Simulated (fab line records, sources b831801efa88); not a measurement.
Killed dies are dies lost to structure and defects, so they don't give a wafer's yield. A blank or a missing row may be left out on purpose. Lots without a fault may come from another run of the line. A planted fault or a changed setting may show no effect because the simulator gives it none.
One fault seen from 2 desks | flow gf180mcu | each desk has only its own numbers; what lay behind them comes last

THE METROLOGY DESK
What the gauges read, lot by lot, whatever tool the lot ran on: means of the sampled wafers that have a number. A lot is out of limits, marked OUT, if its mean lies more than 4 standard deviations from the usual mean; the brackets give that distance.
Columns: A = V5_W_RS at GF_V5_RS_MEAS_24, usual 0.327 ohm/sq; B = PASSIVATION_BOW at GF_PASSIVATION_BOW_MEAS_14, usual 134 um
lot  | first seen here | A     | B
L464 | day 27 01:41    | 0.332 | 127
L465 | day 27 14:56    | 0.331 | 119
L467 | day 28 07:42    | 0.328 | 132
L468 | day 28 17:34    | 0.328 | 133
L469 | day 28 18:27    | 0.327 | 132
L473 | day 30 03:40    | 0.324 | 114
L475 | day 30 15:37    | 0.325 | 140
L476 | day 30 22:54    | 0.322 | 138
L481 | day 32 08:01    | 0.326 | 141
L483 | day 32 19:35    | 0.331 | 136
L485 | day 33 04:56    | 0.330 | 142
L486 | day 33 09:01    | 0.327 | 149
L487 | day 33 15:50    | 0.330 | 144
This desk's finding: nothing out of limits on any of the 13 lots.

THE TOOL OWNER'S DESK: rie_si-02
The tool's own readings at GF_POLY_GATE_ETCH_13 (etches poly-Si in HBr/Cl2, stops on SiO2, target depth 198.5 nm, time 69.6 s): means of the sampled wafers that have a number, for each lot that ran on this tool. A lot is out of limits, marked OUT, if its mean lies more than 4 standard deviations from the usual mean; the brackets give that distance.
Columns: A = HBr_flow_sccm at GF_POLY_GATE_ETCH_13, usual 150.0 sccm; B = bias_w at GF_POLY_GATE_ETCH_13, usual 100.02 W; C = drypump_motor_current_A at GF_POLY_GATE_ETCH_13, usual 5.5 A; D = oes_product_au at GF_POLY_GATE_ETCH_13, usual 0.991 a.u.; E = throttle_valve_pct at GF_POLY_GATE_ETCH_13, usual 33.686 %
lot  | first seen here | A     | B      | C   | D     | E
L467 | day 10 01:49    | 150.1 | 100.06 | 5.2 | 0.989 | 33.682
L469 | day 10 13:53    | 150.2 | 100.11 | 5.8 | 0.993 | 33.678
L473 | day 11 23:52    | 149.6 | 100.32 | 5.7 | 0.994 | 33.687
L476 | day 12 21:25    | 149.6 | 100.43 | 5.3 | 0.991 | 33.670
L487 | day 16 04:02    | 150.6 | 99.95  | 5.5 | 0.992 | 33.692
This desk's finding: nothing out of limits on any of the 5 lots.

PUT TOGETHER
The metrology desk saw nothing out of limits.
The tool owner's desk saw nothing out of limits.

WHAT THE SIMULATOR HAD PUT IN
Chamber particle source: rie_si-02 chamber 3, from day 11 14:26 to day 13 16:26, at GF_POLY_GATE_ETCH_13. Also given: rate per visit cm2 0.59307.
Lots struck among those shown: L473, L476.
